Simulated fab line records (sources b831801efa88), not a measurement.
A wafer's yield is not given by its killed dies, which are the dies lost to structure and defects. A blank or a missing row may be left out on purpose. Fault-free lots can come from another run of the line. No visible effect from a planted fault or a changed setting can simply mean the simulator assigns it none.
Which tool is to blame? || flow gf180mcu || Sampling: 6 lots, 18 wafers, 4 of 602 route steps

WHAT EACH GAUGE READ, for each wafer
GF_M4_OVL_MEAS_15.
{"lot": "L438", "measured": "day 24 04:59", "on": "overlay-02", "M4_OVL (nm)": "1 1 -4"}
{"lot": "L440", "measured": "day 24 22:15", "on": "overlay-02", "M4_OVL (nm)": "5 5 10"}
{"lot": "L444", "measured": "day 26 05:22", "on": "overlay-01", "M4_OVL (nm)": "5 -7 3"}
{"lot": "L449", "measured": "day 27 20:14", "on": "overlay-02", "M4_OVL (nm)": "6 -1 4"}
{"lot": "L456", "measured": "day 29 19:30", "on": "overlay-01", "M4_OVL (nm)": "11 8 4"}
{"lot": "L458", "measured": "day 30 10:03", "on": "overlay-02", "M4_OVL (nm)": "-4 -4 -7"}

EACH LOT AND THE TOOL THAT RAN IT (in order: tool; ch and the chambers of the sampled wafers; start)
{"lot": "L438", "GF_M2_STRIP_17": "plasma_asher-04 ch 0,1, day 20 00:55", "GF_V2_CVD_02": "pecvd-02 ch 0,1,2, day 20 01:36", "GF_V3_ETCH_17": "rie_diel-04 ch 1,3, day 23 04:00"}
{"lot": "L440", "GF_M2_STRIP_17": "plasma_asher-03 ch 0,1, day 20 21:55", "GF_V2_CVD_02": "pecvd-04 ch 0,1,2, day 20 22:38", "GF_V3_ETCH_17": "rie_diel-02 ch 0,2,3, day 23 22:00"}
{"lot": "L444", "GF_M2_STRIP_17": "plasma_asher-02 ch 0,1, day 22 07:21", "GF_V2_CVD_02": "pecvd-01 ch 0,1,2, day 22 08:05", "GF_V3_ETCH_17": "rie_diel-02 ch 1,2,3, day 25 06:00"}
{"lot": "L449", "GF_M2_STRIP_17": "plasma_asher-03 ch 0,1, day 24 01:38", "GF_V2_CVD_02": "pecvd-02 ch 0,1, day 24 02:23", "GF_V3_ETCH_17": "rie_diel-02 ch 1,2,3, day 26 22:00"}
{"lot": "L456", "GF_M2_STRIP_17": "plasma_asher-04 ch 0,1, day 26 06:12", "GF_V2_CVD_02": "pecvd-04 ch 0,1,2, day 26 06:52", "GF_V3_ETCH_17": "rie_diel-02 ch 0,1,3, day 28 23:00"}
{"lot": "L458", "GF_M2_STRIP_17": "plasma_asher-03 ch 0,1, day 27 00:02", "GF_V2_CVD_02": "pecvd-01 ch 0,1,2, day 27 00:44", "GF_V3_ETCH_17": "rie_diel-02 ch 0,2,3, day 29 13:00"}
- GF_M2_STRIP_17: strips in O2/N2.
- GF_V2_CVD_02: deposits SiO2 from TEOS, target thk 850 nm, time 94.851 s.
- GF_V3_ETCH_17: etches SiO2 in C4F8/O2/Ar, stops on TiN, target depth 635 nm.

THE ANSWER, worked out from the rows above alone
Rule: usual is defined by the lots themselves. The widest of any qualifying gaps counts: lots, ordered by their means at a reading, are off when they make up no more than a third of the lots, leave a main group of 4 or more, and stand apart from it by 3 or more times the standard deviation of that group's means. Not used: any main group whose means are identical at the precision the tables above print for the reading. Also off: a lot with no number at a reading for which 4 or more lots have one. The other lots that the step has rows for count as sound.
Across all readings shown, no lot is off: no conclusion can be drawn from this.

WHAT HAD BEEN PUT IN BY THE SIMULATOR
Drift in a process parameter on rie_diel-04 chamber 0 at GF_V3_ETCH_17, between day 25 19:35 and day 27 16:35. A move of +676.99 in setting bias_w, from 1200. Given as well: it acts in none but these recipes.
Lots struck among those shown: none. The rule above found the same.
